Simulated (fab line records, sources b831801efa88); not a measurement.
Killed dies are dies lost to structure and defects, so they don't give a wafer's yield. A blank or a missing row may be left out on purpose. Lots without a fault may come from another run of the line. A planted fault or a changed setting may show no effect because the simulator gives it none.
A struck lot beside a sound one | flow sky130 | 44 steps out of a route of 708
Sound: wafers L674.1, L674.3, L674.6. Struck: wafer L671.3. (L671.1 of the same lot was not struck and is left out.) The cause comes at the end.
At each step with rows: each side's tool, then ch and its chambers, then its first start. Under that, the readings that differ: sound wafers | struck wafers | difference of the means | sigmas: that difference in standard deviations of wafers without a fault.
alike: readings whose means differ by less than 2 such deviations, and words and numbers that are the same on both sides. not compared: withheld readings, readings that some wafer has no value for, bounds like >300 that may hide the same value, and numbers for which the record gives no deviation and whose values overlap.
The two part at a step that has a row with sigmas, a row that says differs or no value, or rows on one side only. Numbers that don't overlap but have no deviation are shown without sigmas and don't part them. A reading that every wafer of one side lacks parts them only if that side has two wafers or more.

first, 4 steps without rows for these wafers: SKY_VIA3_CLEAN_18 (cleans in IPA, time 180 s); SKY_VIA3_CLEAN_19 (cleans in O3/DIW); SKY_VIA3_SPUTTER_20 (material TiN, target thk 20 nm, time 80 s); SKY_VIA3_CVD_21 (deposits W, target thk 390 nm, time 117.31 s).
SKY_VIA3_RS_MEAS_22: measures by four-point-probe.
  sound on film_metro-01, day 45 15:31; struck on film_metro-02, day 44 16:56
  alike: VIA3_W_RS
SKY_VIA3_THK_MEAS_23: measures by xrf.
  sound on film_metro-01, day 45 15:38; struck on film_metro-02, day 44 17:04
  alike: VIA3_W_THK
then, 1 step without rows for these wafers: SKY_VIA3_CMP_24 (polishes, stops on SiO2, t overpolish 20 s, target thk 0 nm).
SKY_METAL4_SPUTTER_00: material Ti, target thk 15 nm, time 10 s.
  sound on pvd_sputter-02, day 45 16:00; struck on pvd_sputter-02, day 44 17:25
  alike: throttle_valve_pct
SKY_METAL4_SPUTTER_01: material TiN, target thk 20 nm, time 16.7 s.
  sound on pvd_sputter-02, day 45 16:02; struck on pvd_sputter-02, day 44 17:26
  alike: throttle_valve_pct
SKY_METAL4_SPUTTER_02: material AlCu, target thk 735 nm, time 39.1 s.
  sound on pvd_sputter-02, day 45 16:03; struck on pvd_sputter-02, day 44 17:28
  alike: throttle_valve_pct
then, 1 step without rows for these wafers: SKY_METAL4_SPUTTER_03 (material Ti, target thk 5 nm, time 3.3 s).
SKY_METAL4_SPUTTER_04: material TiN, target thk 70 nm, time 58.3 s.
  sound on pvd_sputter-02, day 45 16:07; struck on pvd_sputter-02, day 44 17:31
  alike: throttle_valve_pct
SKY_CAP2M_CVD_00: deposits SiO2, target thk 15.5 nm.
  sound on pecvd-02 ch 0,1,2, day 45 16:10; struck on pecvd-04 ch 1, day 44 17:34
  reading                                | sound             | struck | difference | sigmas
  model.SiO2_of_CAP2M_CVD_00.thk_nm (nm) | 15.38 15.41 15.58 | 14.47  | -0.99      |
  alike: heater_power_outer_w, heater_power_w
SKY_CAP2M_THK_MEAS_01:
  sound on film_metro-03, day 45 16:11; struck on film_metro-04, day 44 17:35
  reading               | sound             | struck | difference | sigmas
  CAP2M_CVD_00_THK (nm) | 15.38 15.37 15.54 | 14.45  | -0.98      | -4
SKY_CAP2M_SPUTTER_02: material TiN, target thk 200 nm, time 166.7 s.
  sound on pvd_sputter-03, day 45 16:14; struck on pvd_sputter-01, day 44 17:39
  alike: throttle_valve_pct
SKY_CAP2M_RS_MEAS_03: measures by four-point-probe.
  sound on film_metro-01, day 45 16:21; struck on film_metro-01, day 44 17:46
  alike: CAP2M_TIN_RS
SKY_CAP2M_THK_MEAS_04: measures by xrf.
  sound on film_metro-01, day 45 16:28; struck on film_metro-01, day 44 17:53
  alike: CAP2M_TIN_THK
then, 7 steps without rows for these wafers: SKY_CAP2M_DEHYDRATE_05 (time 60 s); SKY_CAP2M_HMDS_06 (prime time 60 s); SKY_CAP2M_COAT_07 (resist thk 1140 nm); SKY_CAP2M_SOFTBAKE_08 (time 60 s); SKY_CAP2M_EXPOSE_09 (exposes mask CAP2M, target cd 1000 nm); SKY_CAP2M_PEB_10; SKY_CAP2M_DEVELOP_11 (develop time 60 s).
SKY_CAP2M_OVL_MEAS_12:
  sound on overlay-01, day 46 12:41; struck on overlay-01, day 45 15:23
  alike: CAP2M_OVL
then, 13 steps without rows for these wafers: SKY_CAP2M_METAL_ETCH_13 (etches TiN in Cl2/BCl3, stops on SiO2, target depth 220 nm, time 62.9 s); SKY_CAP2M_STRIP_14 (strips in O2/N2); SKY_CAP2M_STRIP_15 (strips in post etch residue remover, time 1200 s); SKY_CAP2M_CLEAN_16 (cleans in IPA, time 180 s); SKY_CAP2M_CLEAN_17 (cleans in O3/DIW); SKY_METAL4_DEHYDRATE_05 (time 60 s); SKY_METAL4_HMDS_06 (prime time 60 s); SKY_METAL4_COAT_07 (resist thk 60 nm); SKY_METAL4_COAT_08 (resist thk 1140 nm); SKY_METAL4_SOFTBAKE_09 (time 90 s); SKY_METAL4_EXPOSE_10 (exposes mask MM4, target cd 300 nm); SKY_METAL4_PEB_11; SKY_METAL4_DEVELOP_12 (develop time 60 s).
SKY_METAL4_CD_MEAS_13: target cd 300 nm.
  sound on cd_sem-02, day 47 08:59; struck on cd_sem-01, day 46 12:18
  reading    | sound             | struck | difference | sigmas
  cd_nm (nm) | 297.7 298.2 297.9 | 301.8  | +3.9       | +3
SKY_METAL4_OVL_MEAS_14:
  sound on overlay-01, day 47 09:07; struck on overlay-01, day 46 12:25
  alike: METAL4_OVL
then, 2 steps without rows for these wafers: SKY_METAL4_DESCUM_15 (chemistry O2, time 8 s); SKY_METAL4_ETCH_16 (etches BARC in N2/H2, stops on SiO2, time 88.2 s, target depth 60 nm).
SKY_METAL4_ETCH_17: etches SiO2 in C4F8/O2/Ar, stops on TiN, time 3.9 s, target depth 15 nm.
  sound on rie_diel-04 ch 0,1,2, day 47 09:16; struck on rie_diel-04 ch 3, day 46 12:35
  reading                  | sound             | struck | difference | sigmas
  oes_product_au (a.u.)    | 0.747 0.752 0.759 | 0.734  | -0.019     | -2
  model.etch.depth_nm (nm) | 15.38 15.41 15.58 | 14.47  | -0.99      |
-- the record jumps here: 3 days lie between the struck wafers' starts before and after (it left off in module METAL4 and takes up again in module PAD_OPEN, whose first step shown is number 708 of the route) --
SKY_PAD_OPEN_PROBE_99:
  sound on prober-01, day 50 13:25; struck on prober-02, day 49 22:58
  reading                               | sound                | struck | difference | sigmas
  model.etest.cap_mim2.bv_v (V)         | 14.6 13.12 13.61     | 12.91  | -0.87      |
  model.etest.cap_mim2.leak_log10_a_cm2 | -8.914 -8.783 -9.083 | -8.697 | +0.230     |
  model.etest.cap_mim2.c_ff_um2         | 2.382 2.356 2.298    | 2.505  | +0.160     |
  alike: defect_limited_yield, killed_at_M0_to_M3, killed_at_M4_up, killed_at_contacts, killed_at_front_end, killed_at_other, killed_dies, killed_open, killed_short, sort_bin_3_pad_short, sort_bin_5_function, sort_bin_6_memory, sort_n_pass, sort_yield_pct

WHERE THEY PART
First at SKY_CAP2M_THK_MEAS_01; last, within this record, at SKY_METAL4_ETCH_17. Later steps at which nothing parts them and some readings are alike: SKY_PAD_OPEN_PROBE_99.

WHY: what the simulator had put in
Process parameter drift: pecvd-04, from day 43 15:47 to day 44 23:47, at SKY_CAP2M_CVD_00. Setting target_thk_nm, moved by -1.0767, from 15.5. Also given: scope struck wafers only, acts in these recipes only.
